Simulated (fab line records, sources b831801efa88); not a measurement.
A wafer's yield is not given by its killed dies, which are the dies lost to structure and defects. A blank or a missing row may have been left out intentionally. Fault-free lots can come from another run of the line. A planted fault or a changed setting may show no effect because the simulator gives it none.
The same fault as seen by 2 desks    flow sky130    each desk has only its own numbers; what lay behind them comes last

## DESK OF THE TOOL OWNER: cmp-02
The tool's own readings at SKY_VIA3_CMP_24 (polishes, stops on SiO2, t overpolish 20 s, target thk 0 nm): means of the sampled wafers that have a number, for each lot that ran on this tool. A lot is out of limits, marked OUT, if its mean lies more than 4 standard deviations from the usual mean; the brackets give that distance.
Columns: A = motorCurrentA at SKY_VIA3_CMP_24, usual 10.1 A; B = overpolishRunS at SKY_VIA3_CMP_24, usual 20.001 s; C = timeToEndpointS at SKY_VIA3_CMP_24, usual 93 s
lot   first seen here  A     B       C
L503  day 40 20:29     9.0   20.006  93
L515  day 44 14:10     9.1   19.995  70 (-7.5) OUT
L517  day 44 22:02     11.3  19.989  72 (-7.2) OUT
This desk's verdict: out of limits on L515, L517, starting with L515 at day 44 14:10 (timeToEndpointS at SKY_VIA3_CMP_24). L503 stayed within limits.

## METROLOGY DESK
Means of the sampled wafers that have a number, per lot and without regard to the tool the lot ran on: this is what the gauges read. A lot is out of limits, marked OUT, if its mean lies more than 4 standard deviations from the usual mean; the brackets give that distance. Of its 8 readings 7 are shown: those that lie furthest out on some lot.
Columns: A = cdNm at SKY_VIA3_CD_MEAS_12, usual 200.1 nm; B = VIA3_OVL at SKY_VIA3_OVL_MEAS_13, usual 6 nm; C = VIA3_W_RS at SKY_VIA3_RS_MEAS_22, usual 0.293 ohm/sq; D = CAP2M_CVD_00_THK at SKY_CAP2M_THK_MEAS_01, usual 15.45 nm; E = CAP2M_TIN_RS at SKY_CAP2M_RS_MEAS_03, usual 6.90 ohm/sq; F = CAP2M_TIN_THK at SKY_CAP2M_THK_MEAS_04, usual 199.5 nm; G = CAP2M_OVL at SKY_CAP2M_OVL_MEAS_12, usual -0.8 nm
lot   first seen here  A      B   C      D      E     F      G
L500  day 39 20:55     200.1  6   0.291  15.71  6.95  197.8  0.6
L503  day 40 19:16     199.5  7   0.296  15.39  6.86  200.3  -1.6
L515  day 44 12:50     201.1  6   0.298  15.45  7.01  195.7  -3.5
L517  day 44 20:49     200.3  -0  0.297  15.58  6.88  199.8  0.7
L520  day 45 20:40     199.2  10  0.292  15.42  6.91  199.5  -1.5
L521  day 46 01:52     198.2  4   0.300  15.48  6.94  199.2  -2.0
Finding of this desk: none of the 6 lots has anything out of limits.

## PUT TOGETHER
On L515, L517, at day 44 14:10, an alarm was possible from the tool owner's desk.
The metrology desk saw nothing out of limits.
The metrology desk holds a record of L515, L517, inside its limits.
The lots listed all ran SKY_VIA3_CMP_24 on cmp-02.

## WHAT HAD BEEN PUT IN BY THE SIMULATOR
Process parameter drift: cmp-02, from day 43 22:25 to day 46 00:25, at SKY_VIA3_CMP_24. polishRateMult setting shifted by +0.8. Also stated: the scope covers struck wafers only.
Struck lots among those shown: L515, L517.
Delay in hours, fault start to first out-of-limits reading, by desk: the tool owner's desk at 16.
